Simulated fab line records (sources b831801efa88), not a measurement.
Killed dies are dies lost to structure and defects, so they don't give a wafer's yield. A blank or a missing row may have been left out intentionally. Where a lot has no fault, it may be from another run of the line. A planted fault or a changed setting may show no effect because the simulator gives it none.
Which of the tools did it? | flow gf180mcu | 12 lots with 36 wafers sampled at 6 steps, on a route of 602 steps

== WHAT EACH GAUGE READ, for each wafer ==
GF_MVSD_OVL_MEAS_07.
lot  | measured    | on         | MVSD_OVL (nm)
L300 | day 4 16:27 | overlay-02 | -0.7 -2.7 -2.0
L302 | day 5 02:56 | overlay-01 | 1.1 0.1 2.0
L303 | day 5 07:25 | overlay-02 | 1.9 0.1 -0.5
L305 | day 5 20:02 | overlay-01 | 1.0 0.9 2.0
L307 | day 6 07:58 | overlay-02 | 3.1 -0.1 0.5
L308 | day 6 17:32 | overlay-01 | -2.1 0.5 -1.8
L310 | day 7 06:20 | overlay-02 | -0.9 -1.3 -0.7
L312 | day 7 15:27 | overlay-02 | -0.1 -0.6 -1.0
L313 | day 7 19:20 | overlay-02 | -0.3 -2.4 -0.3
L314 | day 8 02:14 | overlay-02 | 0.6 1.2 0.0
L316 | day 8 14:40 | overlay-02 | -0.9 -0.8 0.4
L317 | day 8 18:30 | overlay-02 | -1.1 -0.3 -1.4

GF_VT_IMPLANT_TW_MEAS_10.
lot  | measured     | on           | VT_IMPLANT_TW
L300 | day 5 21:52  | filmMetro-01 | 573 571 573
L302 | day 6 09:11  | filmMetro-01 | 569 572 573
L303 | day 6 13:46  | filmMetro-03 | 567 566 563
L305 | day 7 03:22  | filmMetro-01 | 571 571 572
L307 | day 7 15:37  | filmMetro-03 | 567 565 565
L308 | day 8 02:52  | filmMetro-04 | 563 562 563
L310 | day 8 15:50  | filmMetro-03 | 567 570 570
L312 | day 9 01:17  | filmMetro-04 | 563 565 562
L313 | day 9 05:33  | filmMetro-03 | 565 563 567
L314 | day 9 12:49  | filmMetro-04 | 564 561 565
L316 | day 10 02:37 | filmMetro-04 | 558 559 560
L317 | day 10 06:26 | filmMetro-04 | 559 558 559

GF_VT_IMPLANT_TW_MEAS_43.
lot  | measured     | on           | VT_IMPLANT_4_TW
L300 | day 7 19:32  | filmMetro-03 | 692 690 691
L302 | day 8 07:31  | filmMetro-03 | 701 695 701
L303 | day 8 13:18  | filmMetro-01 | 698 700 702
L305 | day 9 04:46  | filmMetro-04 | 687 689 685
L307 | day 9 18:19  | filmMetro-04 | 687 688 689
L308 | day 10 05:11 | filmMetro-04 | 684 683 689
L310 | day 10 21:46 | filmMetro-03 | 693 695 693
L312 | day 11 07:31 | filmMetro-03 | 692 693 690
L313 | day 11 12:16 | filmMetro-03 | 691 695 692
L314 | day 11 20:23 | filmMetro-04 | 683 687 687
L316 | day 12 10:20 | filmMetro-01 | 30 30 30
L317 | day 12 14:43 | filmMetro-01 | 701 701 704

== TOOL THAT RAN EACH LOT (tool first, then ch and the chambers of the sampled wafers, then the start) ==
lot  | GF_DNWELL_STRIP_08                 | GF_VT_IMPLANT_STRIP_31              | GF_VT_IMPLANT_STRIP_42
L300 | plasmaAsher-02 ch 0,1, day 3 00:19 | plasmaAsher-01 ch 0, day 7 03:41    | plasmaAsher-02 ch 0,1, day 7 19:26
L302 | plasmaAsher-01 ch 0,1, day 3 09:58 | plasmaAsher-01 ch 0,1, day 7 15:19  | plasmaAsher-02 ch 0,1, day 8 07:25
L303 | plasmaAsher-01 ch 0,1, day 3 15:19 | plasmaAsher-04 ch 0,1, day 7 20:57  | plasmaAsher-04 ch 0,1, day 8 13:12
L305 | plasmaAsher-03 ch 0,1, day 4 02:37 | plasmaAsher-02 ch 0,1, day 8 11:04  | plasmaAsher-04 ch 0,1, day 9 04:40
L307 | plasmaAsher-03 ch 0,1, day 4 12:40 | plasmaAsher-02 ch 0,1, day 9 00:17  | plasmaAsher-04 ch 0,1, day 9 18:12
L308 | plasmaAsher-01 ch 0,1, day 4 22:53 | plasmaAsher-04 ch 0,1, day 9 11:41  | plasmaAsher-02 ch 0,1, day 10 05:05
L310 | plasmaAsher-01 ch 0,1, day 5 08:53 | plasmaAsher-02 ch 0,1, day 10 03:13 | plasmaAsher-04 ch 0,1, day 10 21:40
L312 | plasmaAsher-02 ch 0,1, day 5 17:17 | plasmaAsher-01 ch 0,1, day 10 12:37 | plasmaAsher-04 ch 0,1, day 11 07:25
L313 | plasmaAsher-02 ch 0,1, day 5 21:43 | plasmaAsher-04 ch 0,1, day 10 17:33 | plasmaAsher-02 ch 0,1, day 11 12:10
L314 | plasmaAsher-03 ch 0,1, day 6 03:24 | plasmaAsher-02 ch 0,1, day 11 01:55 | plasmaAsher-04 ch 0,1, day 11 20:17
L316 | plasmaAsher-03 ch 0,1, day 6 14:22 | plasmaAsher-04 ch 0,1, day 11 14:37 | plasmaAsher-01 ch 0,1, day 12 10:14
L317 | plasmaAsher-01 ch 0,1, day 6 17:58 | plasmaAsher-02 ch 0,1, day 11 19:36 | plasmaAsher-02 ch 0,1, day 12 14:37
- GF_DNWELL_STRIP_08: strips in O2/N2.
- GF_VT_IMPLANT_STRIP_31: strips in O2/N2.
- GF_VT_IMPLANT_STRIP_42: strips in O2/N2.

== AS READ BY THE TOOLS THEMSELVES (means over the sampled wafers that have a number; for cases with no such wafer, the mark the record gives instead) ==
GF_DNWELL_STRIP_08.
lot  | tool           | drypumpMotorCurrentA (A) | heaterPowerW (W) | oesProductAu (a.u.) | stripTimeToEndpointS (s)
L300 | plasmaAsher-02 | 6.0                      | 340              | 0.723               | 36.93
L302 | plasmaAsher-01 | 5.2                      | 349              | 0.723               | 36.82
L303 | plasmaAsher-01 | 5.3                      | 327              | 0.721               | 37.00
L305 | plasmaAsher-03 | 4.9                      | 346              | 0.722               | 36.95
L307 | plasmaAsher-03 | 5.0                      | 341              | 0.727               | 36.97
L308 | plasmaAsher-01 | 5.2                      | 346              | 0.722               | 36.95
L310 | plasmaAsher-01 | 5.3                      | 327              | 0.720               | 37.12
L312 | plasmaAsher-02 | 6.0                      | 347              | 0.718               | 37.01
L313 | plasmaAsher-02 | 6.0                      | 342              | 0.723               | 37.15
L314 | plasmaAsher-03 | 4.9                      | 335              | 0.725               | 37.05
L316 | plasmaAsher-03 | 5.0                      | 337              | 0.719               | 37.21
L317 | plasmaAsher-01 | 5.3                      | 325              | 0.722               | 37.03

GF_VT_IMPLANT_STRIP_31.
lot  | tool           | drypumpMotorCurrentA (A) | heaterPowerW (W) | oesProductAu (a.u.) | stripTimeToEndpointS (s)
L300 | plasmaAsher-01 | 5.2                      | 373              | 0.721               | 12.65
L302 | plasmaAsher-01 | 5.2                      | 346              | 0.718               | 12.61
L303 | plasmaAsher-04 | 6.0                      | 303              | 0.719               | 12.61
L305 | plasmaAsher-02 | 5.9                      | 362              | 0.715               | 12.60
L307 | plasmaAsher-02 | 6.0                      | 340              | 0.714               | 12.60
L308 | plasmaAsher-04 | 6.0                      | 303              | 0.717               | 12.62
L310 | plasmaAsher-02 | 6.1                      | 347              | 0.717               | 12.62
L312 | plasmaAsher-01 | 5.2                      | 346              | 0.720               | 12.60
L313 | plasmaAsher-04 | 6.1                      | 301              | 0.721               | 12.62
L314 | plasmaAsher-02 | 5.9                      | 362              | 0.715               | 12.61
L316 | plasmaAsher-04 | 5.8                      | 299              | 0.944               | -
L317 | plasmaAsher-02 | 5.9                      | 361              | 0.714               | 12.62

GF_VT_IMPLANT_STRIP_42.
lot  | tool           | drypumpMotorCurrentA (A) | heaterPowerW (W) | oesProductAu (a.u.) | stripTimeToEndpointS (s)
L300 | plasmaAsher-02 | 6.0                      | 342              | 0.713               | 12.62
L302 | plasmaAsher-02 | 5.9                      | 364              | 0.718               | 12.63
L303 | plasmaAsher-04 | 5.8                      | 302              | 0.715               | 12.60
L305 | plasmaAsher-04 | 5.8                      | 302              | 0.716               | 12.62
L307 | plasmaAsher-04 | 6.0                      | 304              | 0.721               | 12.54
L308 | plasmaAsher-02 | 6.0                      | 344              | 0.715               | 12.61
L310 | plasmaAsher-04 | 5.8                      | 295              | 0.711               | 12.56
L312 | plasmaAsher-04 | 5.8                      | 298              | 0.717               | 12.63
L313 | plasmaAsher-02 | 5.9                      | 364              | 0.717               | 12.56
L314 | plasmaAsher-04 | 5.8                      | 300              | 0.724               | 12.61
L316 | plasmaAsher-01 | 5.3                      | 330              | 0.717               | 16.89
L317 | plasmaAsher-02 | 6.0                      | 339              | 0.723               | 12.57

== THE ANSWER, worked out from the rows above alone ==
Rule: the lots themselves supply what counts as usual. The widest of any qualifying gaps counts: lots, ordered by their means at a reading, are off when they make up no more than a third of the lots, leave a main group of 4 or more, and stand apart from it by 3 or more times the standard deviation of that group's means. If all means in a main group match to the digits the tables above print for the reading, that group is not used. Also off: a lot with no number at a reading for which 4 or more lots have one. Any other lot the step has rows for is counted as sound. The gauges are gone through in route order, then the tools' own readings, and for those a lot's mean is taken as printed above. At the first step where some lot is off, the reading lying furthest off is the one used; lots without a number count as furthest.
Off: L316, seen at GF_VT_IMPLANT_TW_MEAS_43 (VT_IMPLANT_4_TW). Mean 692 and standard deviation 5.6 in the main group.
A tool fits if, at a process step before that reading, it ran every lot that is off, and no sound lot after the first of them. Not tried: the gauges at GF_VT_IMPLANT_TW_MEAS_43; whatever is off there is also off at GF_VT_IMPLANT_STRIP_31, on other tools, and gauge error can't account for it. Can't be told from this: 3 tools fit, plasmaAsher-03 at GF_DNWELL_STRIP_08, plasmaAsher-04 at GF_VT_IMPLANT_STRIP_31, plasmaAsher-01 at GF_VT_IMPLANT_STRIP_42.

== WHAT WAS PUT IN BY THE SIMULATOR ==
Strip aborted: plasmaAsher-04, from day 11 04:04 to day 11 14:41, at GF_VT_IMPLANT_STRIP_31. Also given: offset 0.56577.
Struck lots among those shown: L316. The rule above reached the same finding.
